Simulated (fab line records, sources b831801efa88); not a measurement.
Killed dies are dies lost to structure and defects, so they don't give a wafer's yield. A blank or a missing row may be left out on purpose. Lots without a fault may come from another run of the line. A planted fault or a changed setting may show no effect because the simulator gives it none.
Which tool did it? | flow sky130 | 11 lots, 33 wafers sampled, at 5 steps of a route of 708

WHAT THE GAUGES READ, wafer by wafer
SKY_VIA1_RS_MEAS_22: measures by four-point-probe. Usual: VIA1_W_RS 0.426 ohm/sq, standard deviation 0.0049.
lot  | measured     | on            | VIA1_W_RS (ohm/sq) | flag
L192 | day 33 18:05 | film_metro-01 | 0.416 0.431 0.428  |
L193 | day 34 06:35 | film_metro-04 | 0.433 0.427 0.425  |
L196 | day 35 10:45 | film_metro-02 | 0.427 0.425 0.430  |
L200 | day 36 13:19 | film_metro-04 | 0.425 0.422 0.426  |
L202 | day 37 19:17 | film_metro-04 | 0.429 0.427 0.426  |
L204 | day 38 02:41 | film_metro-04 | 0.430 0.426 0.426  |
L206 | day 38 21:22 | film_metro-04 | 0.431 0.425 0.430  |
L208 | day 39 14:35 | film_metro-01 | 0.432 0.421 0.433  |
L211 | day 40 08:50 | film_metro-02 | 0.418 0.429 0.432  |
L213 | day 40 18:16 | film_metro-01 | 0.426 0.427 0.425  |
L214 | day 40 20:08 | film_metro-01 | 0.432 0.425 0.431  |

SKY_CAP2M_THK_MEAS_01. Usual: CAP2M_CVD_00_THK 15.56 nm, standard deviation 0.22.
lot  | measured     | on            | CAP2M_CVD_00_THK (nm) | flag
L192 | day 39 13:46 | film_metro-03 | 15.61 15.34 15.77     |
L193 | day 40 01:23 | film_metro-01 | 15.46 15.53 15.68     |
L196 | day 41 02:25 | film_metro-01 | 15.31 15.74 15.39     |
L200 | day 42 00:49 | film_metro-03 | 15.28 14.94 13.79     | OFF
L202 | day 43 04:13 | film_metro-02 | 15.19 15.59 13.92     | OFF
L204 | day 43 11:59 | film_metro-02 | 15.22 13.71 15.48     | OFF
L206 | day 44 03:28 | film_metro-01 | 15.57 15.57 15.82     |
L208 | day 44 19:10 | film_metro-03 | 15.66 15.66 15.97     |
L211 | day 45 12:13 | film_metro-02 | 15.49 15.44 15.86     |
L213 | day 45 18:55 | film_metro-02 | 15.44 15.25 15.63     |
L214 | day 45 20:58 | film_metro-02 | 15.41 15.69 15.84     |

WHICH TOOL RAN EACH LOT (tool, then ch and the chambers of the sampled wafers, then the start)
lot  | SKY_METAL2_STRIP_20                  | SKY_VIA3_SPUTTER_20          | SKY_CAP2M_CVD_00
L192 | plasma_asher-01 ch 0, day 34 22:46   | pvd_sputter-01, day 39 12:55 | pecvd-01 ch 0,1, day 39 13:44
L193 | plasma_asher-01 ch 0,1, day 35 11:19 | pvd_sputter-01, day 40 00:32 | pecvd-04 ch 1,2, day 40 01:22
L196 | plasma_asher-02 ch 0,1, day 36 14:38 | pvd_sputter-04, day 41 01:34 | pecvd-04 ch 1,2, day 41 02:23
L200 | plasma_asher-03 ch 0,1, day 37 15:58 | pvd_sputter-03, day 41 23:51 | pecvd-04 ch 0,1,2, day 42 00:47
L202 | plasma_asher-01 ch 0,1, day 38 21:49 | pvd_sputter-04, day 43 03:21 | pecvd-04 ch 0,2, day 43 04:10
L204 | plasma_asher-03 ch 0,1, day 39 04:37 | pvd_sputter-04, day 43 11:08 | pecvd-04 ch 0,2, day 43 11:57
L206 | plasma_asher-02 ch 0,1, day 39 22:46 | pvd_sputter-01, day 44 02:37 | pecvd-01 ch 0,2, day 44 03:26
L208 | plasma_asher-03 ch 0,1, day 40 16:05 | pvd_sputter-04, day 44 18:19 | pecvd-01 ch 0,1,2, day 44 19:08
L211 | plasma_asher-02 ch 0,1, day 41 10:10 | pvd_sputter-04, day 45 11:22 | pecvd-01 ch 0,1, day 45 12:11
L213 | plasma_asher-01 ch 1, day 41 19:13   | pvd_sputter-04, day 45 18:04 | pecvd-01 ch 1,2, day 45 18:53
L214 | plasma_asher-02 ch 0,1, day 41 21:25 | pvd_sputter-01, day 45 20:07 | pecvd-01 ch 0,1,2, day 45 20:56
- SKY_METAL2_STRIP_20: strips in O2/N2.
- SKY_VIA3_SPUTTER_20: material TiN, target thk 20 nm, time 80 s.
- SKY_CAP2M_CVD_00: deposits SiO2, target thk 15.5 nm.

WHAT THE TOOLS THEMSELVES READ (means of the sampled wafers that have a number; where no wafer has one, the mark that the record gives instead)
SKY_METAL2_STRIP_20. Usual: drypump_motor_current_A 5.8 A, standard deviation 0.5; oes_product_au 0.344 a.u., standard deviation 0.0051; strip_time_to_endpoint_s 2.72 s, standard deviation 0.035.
lot  | tool            | drypump_motor_current_A (A) | oes_product_au (a.u.) | strip_time_to_endpoint_s (s) | flag
L192 | plasma_asher-01 | 6.1                         | 0.340                 | 2.70                         |
L193 | plasma_asher-01 | 5.9                         | 0.346                 | 2.73                         |
L196 | plasma_asher-02 | 6.4                         | 0.341                 | 2.70                         |
L200 | plasma_asher-03 | 5.6                         | 0.346                 | 2.68                         |
L202 | plasma_asher-01 | 5.9                         | 0.345                 | 2.74                         |
L204 | plasma_asher-03 | 5.5                         | 0.343                 | 2.73                         |
L206 | plasma_asher-02 | 6.3                         | 0.346                 | 2.74                         |
L208 | plasma_asher-03 | 5.3                         | 0.343                 | 2.70                         |
L211 | plasma_asher-02 | 6.4                         | 0.334                 | 2.68                         |
L213 | plasma_asher-01 | 5.4                         | 0.349                 | 2.76                         |
L214 | plasma_asher-02 | 6.3                         | 0.351                 | 2.77                         |

SKY_VIA3_SPUTTER_20. Usual: cathode_dc_power_W 4000.0 W, standard deviation 0.71; throttle_valve_pct 30.9 %, standard deviation 1.
lot  | tool           | cathode_dc_power_W (W) | throttle_valve_pct (%) | flag
L192 | pvd_sputter-01 | 3999.5                 | 30.0                   |
L193 | pvd_sputter-01 | 4001.1                 | 29.7                   |
L196 | pvd_sputter-04 | 4000.0                 | 31.9                   |
L200 | pvd_sputter-03 | 3999.8                 | 30.9                   |
L202 | pvd_sputter-04 | 3999.7                 | 31.7                   |
L204 | pvd_sputter-04 | 3999.7                 | 31.3                   |
L206 | pvd_sputter-01 | 4000.4                 | 29.4                   |
L208 | pvd_sputter-04 | 4000.1                 | 31.8                   |
L211 | pvd_sputter-04 | 4000.4                 | 32.0                   |
L213 | pvd_sputter-04 | 4000.0                 | 31.1                   |
L214 | pvd_sputter-01 | 3999.5                 | 29.7                   |

SKY_CAP2M_CVD_00. Usual: heater_power_outer_w 414 W, standard deviation 52; heater_power_w 737 W, standard deviation 92.
lot  | tool     | heater_power_outer_w (W) | heater_power_w (W) | flag
L192 | pecvd-01 | 352                      | 631                |
L193 | pecvd-04 | 446                      | 774                |
L196 | pecvd-04 | 406                      | 720                |
L200 | pecvd-04 | 427                      | 787                |
L202 | pecvd-04 | 449                      | 842                |
L204 | pecvd-04 | 442                      | 822                |
L206 | pecvd-01 | 351                      | 633                |
L208 | pecvd-01 | 406                      | 704                |
L211 | pecvd-01 | 375                      | 660                |
L213 | pecvd-01 | 374                      | 656                |
L214 | pecvd-01 | 427                      | 730                |

THE ANSWER, worked out from the rows above alone
Rule: a lot is off if the mean of its wafers that have a number lies more than 3 standard deviations from the usual mean. A lot without any number at a reading at which 4 lots or more have one is off too. The other lots that the step has rows for count as sound. The gauges are gone through in route order, then the tools' own readings, and for those a lot's mean is taken as printed above. The first step at which some lot is off is used, and at that step the reading that is off furthest; a lot without a number counts as furthest.
Off: L200, L202, L204, at SKY_CAP2M_THK_MEAS_01 (CAP2M_CVD_00_THK).
A tool fits if, at a process step before that reading, it ran every lot that is off, and no sound lot after the first of them. The gauges at SKY_CAP2M_THK_MEAS_01 are tried like those tools. One fits: pecvd-04 at SKY_CAP2M_CVD_00. Its last sound lot is L196 (day 41 02:23), its first lot that is off L200 (day 42 00:47): a fault that began between those two fits.

WHAT THE SIMULATOR HAD PUT IN
Site profile drift: pecvd-04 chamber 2, from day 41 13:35 on, at SKY_CAP2M_CVD_00. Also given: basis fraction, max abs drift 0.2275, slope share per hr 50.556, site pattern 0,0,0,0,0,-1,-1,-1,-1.
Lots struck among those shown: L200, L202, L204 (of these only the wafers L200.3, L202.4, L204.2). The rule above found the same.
